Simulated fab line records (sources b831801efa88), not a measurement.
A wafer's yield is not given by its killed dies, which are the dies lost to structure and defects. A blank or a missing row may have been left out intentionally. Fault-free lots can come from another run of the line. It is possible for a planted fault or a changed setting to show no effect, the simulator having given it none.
A lot that was struck, set against a sound lot | flow sfq-line | 13 out of 325 route steps
Sound: the wafers L203.1, L203.2, L203.5. Wafers L210.1, L210.2, L210.6 were the ones struck. The cause is named last.
Each step with rows lists, per side, the tool, then ch with its chambers, then its first start. Under that, the readings that differ: sound wafers | struck wafers | difference of the means | sigmas: that difference in standard deviations of wafers without a fault.
alike: words and numbers the same on both sides, and readings whose means are apart by under 2 such deviations; not compared: readings that were withheld, readings missing a value for some wafer, numbers with overlapping values and no deviation given by the record, and bounds like >300 which may hide the same value.
The two part at a step that has a row with sigmas, a row that says differs or no value, or rows on one side only. Numbers that don't overlap but have no deviation are shown without sigmas and don't part them. A reading that every wafer of one side lacks parts them only if that side has two wafers or more.

SFQ_I6_OVL_MEAS_942:
  sound on overlay-01 at day 78 17:07; struck on overlay-01 at day 80 15:14
  alike: I6_OVL
SFQ_TRILAYER_I6_VIA_BARC_OPEN_VIA_ETCH_235: etches BARC in O2, target depth 125 nm, time 41.7 s.
  sound on rie-diel-04 ch 0,1,2, day 78 17:09; struck on rie-diel-02 ch 2,3, day 80 15:17
  alike: drypump-motor-current-A, oes-product-au
  not compared: rf-hours-counter-h
SFQ_TRILAYER_I6_VIA_ETCH_VIA_ETCH_172: etches SiO2 in CHF3, stops on Nb, target depth 260 nm.
  sound on rie-diel-04 ch 0,1,2, day 78 17:11; struck on rie-diel-02 ch 2,3, day 80 15:19
  alike: drypump-motor-current-A, oes-product-au
SFQ_TRILAYER_I6_VIA_STRIP_STRIP_173: strips in O2.
  sound on rie-metal-03 ch 0,1, day 78 17:19; struck on rie-metal-03 ch 0,1, day 80 15:26
  alike: drypump-motor-current-A, oes-product-au
  not compared: rf-hours-counter-h
then, 2 steps without rows for these wafers: SFQ_TRILAYER_I6_VIA_STRIP_SOLV_CLEAN_174 (cleans in NMP, time 600 s); SFQ_TRILAYER_M7_DEP_PRE_CLEAN_176 (time 22.5 s).
SFQ_TRILAYER_M7_DEP_SPUTTER_175: material Nb, target thk 200 nm, time 127.5 s.
  sound on pvd-sputter-05 at day 78 18:07; struck on pvd-sputter-06 at day 80 16:14
  alike: throttle-valve-pct
SFQ_M7_RS_MEAS_943: measures by four-point-probe.
  sound on film-metro-04 at day 78 18:12; struck on film-metro-01 at day 80 16:20
  alike: M7_NB_RS
then, 3 steps without rows for these wafers: SFQ_TRILAYER_M7_LITHO_COAT_182 (resist thk 62 nm); SFQ_TRILAYER_M7_LITHO_COAT_177 (resist thk 600 nm); SFQ_TRILAYER_M7_LITHO_SOFTBAKE_181.
-- the record jumps here: 4 days lie between the struck wafers' starts before and after --
SFQ_TRILAYER_M7_LITHO_EXPOSE_178: exposes mask M7, target cd 500 nm.
  struck on krf-scanner-02, day 84 21:17; sound on krf-scanner-01 ch 0, day 82 23:34
  no value came back on the struck wafers for exposure-dose-mJ-cm2, focus-offset-nm (nm); on the sound wafers exposure-dose-mJ-cm2 reads 14.399 14.400 14.404
  alike: mask
then, 1 step without rows for these wafers: SFQ_TRILAYER_M7_LITHO_PEB_180 (peb time 60 s).

== WHERE THEY PART ==
Within this record, at SFQ_TRILAYER_M7_LITHO_EXPOSE_178 only.

WHY: the cause the simulator had injected
Whole step skipped at SFQ_TRILAYER_M7_LITHO_EXPOSE_178 on krf-scanner-02, starting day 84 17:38. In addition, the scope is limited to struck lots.
